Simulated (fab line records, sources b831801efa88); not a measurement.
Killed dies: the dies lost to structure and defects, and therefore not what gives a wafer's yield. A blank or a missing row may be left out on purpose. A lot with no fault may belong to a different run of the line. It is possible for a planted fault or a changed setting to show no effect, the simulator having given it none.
Which of the tools did it? :: flow sfqLine :: 42 wafers from 14 lots sampled at 4 of the route's 325 steps

## WHAT EACH GAUGE READ, for each wafer
SFQ_M1_OVL_MEAS_911. Usual: for M1_OVL the level is 0 nm and the standard deviation is 6.1.
lot: L695
measured: day 22 08:46
on: overlay-02
M1_OVL (nm): 7 3 7
flag: 

lot: L696
measured: day 23 22:13
on: overlay-02
M1_OVL (nm): -1 -6 5
flag: 

lot: L697
measured: day 24 12:37
on: overlay-01
M1_OVL (nm): 9 11 14
flag: 

lot: L698
measured: day 24 18:37
on: overlay-02
M1_OVL (nm): 4 6 1
flag: 

lot: L699
measured: day 24 19:49
on: overlay-02
M1_OVL (nm): 1 -2 -2
flag: 

lot: L700
measured: day 25 05:25
on: overlay-01
M1_OVL (nm): 4 0 6
flag: 

lot: L701
measured: day 26 11:25
on: overlay-01
M1_OVL (nm): 7 5 6
flag: 

lot: L704
measured: day 27 09:35
on: overlay-01
M1_OVL (nm): 5 8 10
flag: 

lot: L705
measured: day 27 11:59
on: overlay-01
M1_OVL (nm): 5 4 2
flag: 

lot: L706
measured: day 28 07:17
on: overlay-02
M1_OVL (nm): -5 -5 -3
flag: 

lot: L713
measured: day 30 18:58
on: overlay-02
M1_OVL (nm): 0 -3 -6
flag: 

lot: L715
measured: day 31 03:22
on: overlay-02
M1_OVL (nm): -14 -10 -14
flag: 

lot: L717
measured: day 31 10:34
on: overlay-02
M1_OVL (nm): -7 -9 -4
flag: 

lot: L718
measured: day 31 12:58
on: overlay-02
M1_OVL (nm): -13 -15 -8
flag: 

## EACH LOT AND THE TOOL THAT RAN IT (in order: tool; ch and the chambers of the sampled wafers; start)
lot: L695
SFQ_TRILAYER_INCOMING_OXIDATION_002: furnace-01 ch 0, day 1 10:07
SFQ_TRILAYER_I0_DEP_PECVD_027: pecvd-04 ch 0,2, day 11 19:16
SFQ_TRILAYER_I0_METRO_MEASURE_029: filmMetro-04, day 12 10:27

lot: L696
SFQ_TRILAYER_INCOMING_OXIDATION_002: furnace-02 ch 0, day 1 15:07
SFQ_TRILAYER_I0_DEP_PECVD_027: pecvd-03 ch 1,2, day 12 05:39
SFQ_TRILAYER_I0_METRO_MEASURE_029: filmMetro-03, day 12 22:27

lot: L697
SFQ_TRILAYER_INCOMING_OXIDATION_002: furnace-01 ch 0, day 1 20:07
SFQ_TRILAYER_I0_DEP_PECVD_027: pecvd-01 ch 0,1, day 12 18:10
SFQ_TRILAYER_I0_METRO_MEASURE_029: filmMetro-03, day 13 07:59

lot: L698
SFQ_TRILAYER_INCOMING_OXIDATION_002: furnace-02 ch 0, day 2 01:07
SFQ_TRILAYER_I0_DEP_PECVD_027: pecvd-04 ch 0,1,2, day 13 02:36
SFQ_TRILAYER_I0_METRO_MEASURE_029: filmMetro-01, day 13 13:27

lot: L699
SFQ_TRILAYER_INCOMING_OXIDATION_002: furnace-01 ch 0, day 2 06:07
SFQ_TRILAYER_I0_DEP_PECVD_027: pecvd-04 ch 1,2, day 13 11:00
SFQ_TRILAYER_I0_METRO_MEASURE_029: filmMetro-04, day 13 17:23

lot: L700
SFQ_TRILAYER_INCOMING_OXIDATION_002: furnace-02 ch 0, day 2 11:13
SFQ_TRILAYER_I0_DEP_PECVD_027: pecvd-03 ch 1,2, day 14 01:22
SFQ_TRILAYER_I0_METRO_MEASURE_029: filmMetro-01, day 14 06:35

lot: L701
SFQ_TRILAYER_INCOMING_OXIDATION_002: furnace-01 ch 0, day 2 16:07
SFQ_TRILAYER_I0_DEP_PECVD_027: pecvd-01 ch 0,2, day 14 06:35
SFQ_TRILAYER_I0_METRO_MEASURE_029: filmMetro-01, day 14 09:47

lot: L704
SFQ_TRILAYER_INCOMING_OXIDATION_002: furnace-02 ch 0, day 3 07:07
SFQ_TRILAYER_I0_DEP_PECVD_027: pecvd-04 ch 0,1, day 15 06:35
SFQ_TRILAYER_I0_METRO_MEASURE_029: filmMetro-04, day 15 09:59

lot: L705
SFQ_TRILAYER_INCOMING_OXIDATION_002: furnace-01 ch 0, day 3 12:07
SFQ_TRILAYER_I0_DEP_PECVD_027: pecvd-03 ch 1,2, day 15 10:56
SFQ_TRILAYER_I0_METRO_MEASURE_029: filmMetro-04, day 15 15:59

lot: L706
SFQ_TRILAYER_INCOMING_OXIDATION_002: furnace-02 ch 0, day 3 17:07
SFQ_TRILAYER_I0_DEP_PECVD_027: pecvd-03 ch 1,2, day 15 20:33
SFQ_TRILAYER_I0_METRO_MEASURE_029: filmMetro-01, day 16 00:09

lot: L713
SFQ_TRILAYER_INCOMING_OXIDATION_002: furnace-01 ch 0, day 5 04:07
SFQ_TRILAYER_I0_DEP_PECVD_027: pecvd-01 ch 0,1, day 17 13:28
SFQ_TRILAYER_I0_METRO_MEASURE_029: filmMetro-01, day 17 17:37

lot: L715
SFQ_TRILAYER_INCOMING_OXIDATION_002: furnace-01 ch 0, day 5 14:07
SFQ_TRILAYER_I0_DEP_PECVD_027: pecvd-03 ch 1,2, day 17 19:35
SFQ_TRILAYER_I0_METRO_MEASURE_029: filmMetro-03, day 18 01:45

lot: L717
SFQ_TRILAYER_INCOMING_OXIDATION_002: furnace-01 ch 0, day 6 00:07
SFQ_TRILAYER_I0_DEP_PECVD_027: pecvd-01 ch 1,2, day 17 23:11
SFQ_TRILAYER_I0_METRO_MEASURE_029: filmMetro-01, day 18 06:26

lot: L718
SFQ_TRILAYER_INCOMING_OXIDATION_002: furnace-02 ch 0, day 6 05:07
SFQ_TRILAYER_I0_DEP_PECVD_027: pecvd-03 ch 0,1, day 18 00:23
SFQ_TRILAYER_I0_METRO_MEASURE_029: filmMetro-04, day 18 08:22
- SFQ_TRILAYER_INCOMING_OXIDATION_002: target thk 500 nm, ox time 4939 s.
- SFQ_TRILAYER_I0_DEP_PECVD_027: deposits SiO2 from SiH4/N2O, time 111.11 s, target thk 500 nm.
- SFQ_TRILAYER_I0_METRO_MEASURE_029

## WHAT THE TOOLS THEMSELVES READ (means of the sampled wafers that have a number; where no wafer has one, the mark that the record gives instead)
SFQ_TRILAYER_INCOMING_OXIDATION_002. Usual: oxTempCMax 1003.6, standard deviation 0.89.
lot: L695
tool: furnace-01
oxTempCMax: 1002.8
flag: 

lot: L696
tool: furnace-02
oxTempCMax: 1004.0
flag: 

lot: L697
tool: furnace-01
oxTempCMax: 1002.2
flag: 

lot: L698
tool: furnace-02
oxTempCMax: 1003.6
flag: 

lot: L699
tool: furnace-01
oxTempCMax: 1002.8
flag: 

lot: L700
tool: furnace-02
oxTempCMax: 1003.3
flag: 

lot: L701
tool: furnace-01
oxTempCMax: 1003.0
flag: 

lot: L704
tool: furnace-02
oxTempCMax: 1004.9
flag: 

lot: L705
tool: furnace-01
oxTempCMax: 1002.9
flag: 

lot: L706
tool: furnace-02
oxTempCMax: 1004.6
flag: 

lot: L713
tool: furnace-01
oxTempCMax: 1003.3
flag: 

lot: L715
tool: furnace-01
oxTempCMax: 1002.9
flag: 

lot: L717
tool: furnace-01
oxTempCMax: 1003.0
flag: 

lot: L718
tool: furnace-02
oxTempCMax: 1003.8
flag: 

SFQ_TRILAYER_I0_DEP_PECVD_027. Usual: heaterPowerW 81 W, standard deviation 8.7; throttleValvePct 24.3 %, standard deviation 1.4.
lot: L695
tool: pecvd-04
heaterPowerW (W): 75
throttleValvePct (%): 25.5
flag: 

lot: L696
tool: pecvd-03
heaterPowerW (W): 91
throttleValvePct (%): 24.1
flag: 

lot: L697
tool: pecvd-01
heaterPowerW (W): 76
throttleValvePct (%): 23.6
flag: 

lot: L698
tool: pecvd-04
heaterPowerW (W): 77
throttleValvePct (%): 25.7
flag: 

lot: L699
tool: pecvd-04
heaterPowerW (W): 74
throttleValvePct (%): 26.0
flag: 

lot: L700
tool: pecvd-03
heaterPowerW (W): 89
throttleValvePct (%): 24.0
flag: 

lot: L701
tool: pecvd-01
heaterPowerW (W): 81
throttleValvePct (%): 23.2
flag: 

lot: L704
tool: pecvd-04
heaterPowerW (W): 80
throttleValvePct (%): 25.6
flag: 

lot: L705
tool: pecvd-03
heaterPowerW (W): 97
throttleValvePct (%): 24.2
flag: 

lot: L706
tool: pecvd-03
heaterPowerW (W): 92
throttleValvePct (%): 23.8
flag: 

lot: L713
tool: pecvd-01
heaterPowerW (W): 71
throttleValvePct (%): 23.9
flag: 

lot: L715
tool: pecvd-03
heaterPowerW (W): 94
throttleValvePct (%): 24.4
flag: 

lot: L717
tool: pecvd-01
heaterPowerW (W): 71
throttleValvePct (%): 23.5
flag: 

lot: L718
tool: pecvd-03
heaterPowerW (W): 78
throttleValvePct (%): 22.4
flag: 

SFQ_TRILAYER_I0_METRO_MEASURE_029. Usual: thkNm 202.8 nm, standard deviation 1.4.
lot: L695
tool: filmMetro-04
thkNm (nm): 204.9
flag: 

lot: L696
tool: filmMetro-03
thkNm (nm): 203.8
flag: 

lot: L697
tool: filmMetro-03
thkNm (nm): 203.9
flag: 

lot: L698
tool: filmMetro-01
thkNm (nm): 202.9
flag: 

lot: L699
tool: filmMetro-04
thkNm (nm): 201.2
flag: 

lot: L700
tool: filmMetro-01
thkNm (nm): 203.0
flag: 

lot: L701
tool: filmMetro-01
thkNm (nm): 203.6
flag: 

lot: L704
tool: filmMetro-04
thkNm (nm): 201.9
flag: 

lot: L705
tool: filmMetro-04
thkNm (nm): 203.9
flag: 

lot: L706
tool: filmMetro-01
thkNm (nm): 204.0
flag: 

lot: L713
tool: filmMetro-01
thkNm (nm): 202.1
flag: 

lot: L715
tool: filmMetro-03
thkNm (nm): 203.0
flag: 

lot: L717
tool: filmMetro-01
thkNm (nm): 201.9
flag: 

lot: L718
tool: filmMetro-04
thkNm (nm): 203.9
flag: 

## THE ANSWER, worked out from the rows above alone
Rule: lot off if the mean of its wafers having a number is beyond 3 standard deviations from the usual mean. A lot without any number at a reading at which 4 lots or more have one is off too. Any other lot the step has rows for is counted as sound. The gauges are gone through in route order, then the tools' own readings, and for those a lot's mean is taken as printed above. The first step at which some lot is off is used, and at that step the reading that is off furthest; a lot without a number counts as furthest.
No lot is off on any of the readings shown, so nothing can be concluded from this.

## WHAT THE SIMULATOR HAD PUT IN
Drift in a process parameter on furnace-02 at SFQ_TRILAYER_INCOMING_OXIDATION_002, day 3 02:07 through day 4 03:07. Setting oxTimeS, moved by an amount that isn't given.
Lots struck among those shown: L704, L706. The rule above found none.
